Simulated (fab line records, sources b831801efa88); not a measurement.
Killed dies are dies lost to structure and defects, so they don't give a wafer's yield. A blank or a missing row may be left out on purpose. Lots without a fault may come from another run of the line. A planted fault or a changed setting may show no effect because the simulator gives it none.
Chamber matching | flow sky130 | SKY_SONOS_ONO_ETCH_15 on rie_diel-02: 4 sister chambers
The step etches the open film in CHF3/O2, target depth 19.52 nm, time 7.8 s. 22 wafers are shown with their chamber, then 11 later ones without.

WAFERS WITH THEIR CHAMBER
wafer  | chamber | drypump_motor_current_A (A) | rf_fwd_power_W (W) | oes_product_au (a.u.)
L074.3 | 1       | 5.4                         | 592                | 1.003
L074.4 | 3       | 5.0                         | 589                | 0.999
L074.5 | 2       | 5.7                         | 586                | 0.996
L077.1 | 0       | 6.5                         | 587                | 0.999
L077.3 | 3       | 5.0                         | 590                | 0.990
L077.5 | 3       | 5.1                         | 593                | 0.987
L079.1 | 2       | 5.7                         | 585                | 1.005
L079.5 | 1       | 5.4                         | 591                | 0.998
L079.6 | 2       | 5.7                         | 585                | 1.012
L083.1 | 3       | 5.0                         | 589                | 1.003
L083.3 | 0       | 6.5                         | 584                | 1.012
L083.6 | 3       | 5.1                         | 592                | 0.994
L085.4 | 2       | 5.7                         | 584                | 1.004
L085.5 | 1       | 5.4                         | 594                | 1.001
L085.6 | 0       | 6.5                         | 588                | 1.012
L087.1 | 0       | 6.6                         | 586                | 0.999
L087.4 | 3       | 5.1                         | 591                | 0.987
L087.6 | 0       | 6.5                         | 586                | 1.015
L090.1 | 1       | 5.4                         | 589                | 1.001
L090.2 | 3       | 5.1                         | 591                | 0.985
L090.4 | 0       | 6.5                         | 587                | 1.004
L091.2 | 3       | 5.1                         | 588                | 0.989

SIGNATURES (means of the wafers above)
reading                 | chamber 0 | chamber 1 | chamber 2 | chamber 3 | scatter within a chamber
drypump_motor_current_A | 6.517     | 5.400     | 5.700     | 5.062     | 0.0388
rf_fwd_power_W          | 586.33    | 591.50    | 585.00    | 590.38    | 1.57
oes_product_au          | 1.00683   | 1.00075   | 1.00425   | 0.99175   | 0.00614
Rule: a wafer's distance from a chamber is the root of the sum, over the readings, of the square of ((its reading less the chamber's mean) divided by the reading's scatter). The wafer belongs to the nearest chamber; if the next one is less than 2 further off, it can't be placed. The scatter: the root of (the sum of the squares of (reading less its chamber's mean) over the shown wafers, divided by (wafers less chambers)).

WAFERS WITHOUT THEIR CHAMBER
wafer  | drypump_motor_current_A (A) | rf_fwd_power_W (W) | oes_product_au (a.u.)
L091.3 | 6.5                         | 586                | 1.003
L091.5 | 5.1                         | 591                | 0.992
L094.2 | 5.4                         | 590                | 0.991
L094.4 | 5.4                         | 589                | 1.000
L094.5 | 5.1                         | 591                | 0.994
L095.1 | 5.0                         | 591                | 0.986
L095.3 | 6.5                         | 587                | 1.003
L095.6 | 5.7                         | 583                | 0.995
L096.3 | 5.1                         | 588                | 0.985
L096.4 | 5.7                         | 585                | 1.002
L096.6 | 5.0                         | 591                | 0.978

WHICH CHAMBER EACH WENT THROUGH
wafer  | from the rows above | in truth
L091.3 | 0                   | 0
L091.5 | 3                   | 3
L094.2 | 1                   | 1
L094.4 | 1                   | 1
L094.5 | 3                   | 3
L095.1 | 3                   | 3
L095.3 | 0                   | 0
L095.6 | 2                   | 2
L096.3 | 3                   | 3
L096.4 | 2                   | 2
L096.6 | 3                   | 3
Placed correctly: 11 of 11. Can't be placed from these rows: 0. Placed wrongly: 0.
